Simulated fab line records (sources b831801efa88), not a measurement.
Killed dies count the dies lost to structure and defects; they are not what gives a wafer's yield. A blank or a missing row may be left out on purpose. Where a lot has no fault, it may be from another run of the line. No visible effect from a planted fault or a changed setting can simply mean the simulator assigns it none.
A lot that was struck, set against a sound lot | flow sky130 | 14 out of 708 route steps
Sound: wafers L501.2, L501.4, L501.5. Struck: wafers L506.3, L506.4, L506.6. The cause is given at the end.
Each step with rows lists, per side, the tool, then ch with its chambers, then its first start. Under that, the readings that differ: sound wafers | struck wafers | difference of the means | sigmas: that difference in standard deviations of wafers without a fault.
alike: readings whose means differ by less than 2 such deviations, and words and numbers that are the same on both sides. not compared: withheld readings, readings that some wafer has no value for, bounds like >300 that may hide the same value, and numbers for which the record gives no deviation and whose values overlap.
Wherever a step has rows on one side only, a row that says differs or no value, or a row with sigmas, the two part there. Numbers that don't overlap but have no deviation are shown without sigmas and don't part them. A reading missing from all wafers of one side parts the sides only when that side holds two or more wafers.

SKY_CONTACT_ETCH_17: etches SiO2 in C4F8/O2/Ar, stops on Si3N4, target depth 340 nm.
  sound on rieDiel-02 ch 0,1,2, day 33 22:49; struck on rieDiel-02 ch 0,3, day 35 08:31
  alike: oesProductAu
SKY_CONTACT_ETCH_18: etches Si3N4 in CHF3/O2, stops on TiN, time 39 s, target depth 75 nm.
  sound: rieDiel-02 ch 0,1,2; struck: rieDiel-02 ch 0,3
  alike: drypumpMotorCurrentA, oesProductAu, throttleValvePct
  not compared: rfHoursCounterH
SKY_CONTACT_STRIP_19: strips in O2/N2.
  sound on plasmaAsher-02 ch 1, day 33 22:55; struck on plasmaAsher-04 ch 0,1, day 35 08:38
  alike: drypumpMotorCurrentA, oesProductAu, stripTimeToEndpointS
  not compared: rfHoursCounterH
then, 4 steps without rows for these wafers: SKY_CONTACT_STRIP_20 (strips in post etch residue remover, time 1200 s); SKY_CONTACT_CLEAN_21 (cleans in IPA, time 180 s); SKY_CONTACT_CLEAN_22 (cleans in O3/DIW); SKY_CONTACT_SPUTTER_23 (material TiN, target thk 20 nm, time 80 s).
SKY_CONTACT_CVD_24: deposits W, target thk 340 nm, time 102.12 s.
  sound on cvdW-02 ch 1, day 33 23:34; struck on cvdW-02 ch 0,1, day 35 09:18
  alike: heaterPowerW
SKY_CONTACT_RS_MEAS_25: a four-point-probe measurement.
  struck on filmMetro-01, day 35 09:25; sound on filmMetro-01, day 33 23:41
  alike: CONTACT_W_RS
SKY_CONTACT_THK_MEAS_26: measures by xrf.
  struck on filmMetro-01, day 35 09:31; sound on filmMetro-01, day 33 23:48
  alike: CONTACT_W_THK
then, 2 steps without rows for these wafers: SKY_CONTACT_CMP_27 (polishes, stops on SiO2, t overpolish 15 s, target thk 0 nm); SKY_METAL1_SPUTTER_00 (material Ti, target thk 15 nm, time 10 s).
SKY_METAL1_SPUTTER_01: material TiN, target thk 20 nm, time 16.7 s.
  struck on pvdSputter-03, day 35 09:52; sound on pvdSputter-01, day 34 00:11
  no value came back on the struck wafers for cathodeDcPowerW (W), chamberPressurePa (Pa), throttleValvePct (%); on the sound wafers cathodeDcPowerW (W) reads 6499.0 6502.2 6497.3
SKY_METAL1_SPUTTER_02: material AlCu, target thk 250 nm, time 13.3 s.
  struck on pvdSputter-03, day 35 09:54; sound on pvdSputter-01, day 34 00:12
  alike: cathodeDcPowerW, chamberPressurePa, throttleValvePct

== WHERE THEY PART ==
Within this record, at SKY_METAL1_SPUTTER_01 only. Later steps at which nothing parts them and some readings are alike: SKY_METAL1_SPUTTER_02.

WHY: the cause the simulator had injected
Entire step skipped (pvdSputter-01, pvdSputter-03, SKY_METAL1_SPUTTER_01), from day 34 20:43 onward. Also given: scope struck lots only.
